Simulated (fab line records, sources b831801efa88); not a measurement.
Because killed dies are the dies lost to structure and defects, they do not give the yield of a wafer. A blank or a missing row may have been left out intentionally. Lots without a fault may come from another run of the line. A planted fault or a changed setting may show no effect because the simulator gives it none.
Chamber matching	flow gf180mcu	GF_V2_CMP_26 on cmp-02 has 4 sister chambers
The step polishes, stops on SiO2, t overpolish 15 s, target thk 0 nm. 8 wafers are shown with their chamber, then 8 later ones without.

== EACH WAFER AND ITS CHAMBER ==
wafer	chamber	motorCurrentA (A)	timeToEndpointS (s)
L763.2	0	11.5	95
L767.1	1	8.7	91
L767.2	2	11.9	95
L767.5	3	11.1	90
L770.3	2	11.0	93
L770.5	3	11.0	91
L770.6	0	11.7	93
L774.1	1	9.4	87

== WAFERS MISSING THEIR CHAMBER ==
wafer	motorCurrentA (A)	timeToEndpointS (s)
L774.3	11.8	93
L774.5	11.3	99
L777.2	10.8	85
L777.4	11.9	92
L777.5	9.5	86
L785.3	12.6	88
L785.5	11.7	87
L785.6	10.4	83

== CHAMBER TAKEN BY EACH ==
wafer	from the rows above	in truth
L774.3	can't be placed: 0 or 2 or 3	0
L774.5	can't be placed: 2 or 0 or 3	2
L777.2	can't be placed: 3 or 1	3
L777.4	can't be placed: 0 or 2 or 3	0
L777.5	1	1
L785.3	can't be placed: 3 or 0 or 2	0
L785.5	can't be placed: 3 or 0 or 2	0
L785.6	can't be placed: 3 or 1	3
Correct placement for 1 of the 8. Not placeable from these rows: 7 (in 7, the candidates include the true chamber). Number placed wrongly: 0.
How it was worked out, from the rows above alone: a wafer's distance from a chamber is the root of the sum, over the readings, of the square of ((its reading less the chamber's mean) divided by the reading's scatter). If the next closest chamber is less than 2 further off than the closest, the wafer can't be placed; otherwise it belongs to the closest. For every chamber, the mean is computed from those of its wafers that are shown. How the scatter is found: for the shown wafers, subtract from each reading the mean of its chamber, square and add these, divide the total by (wafers less chambers), then take the root.
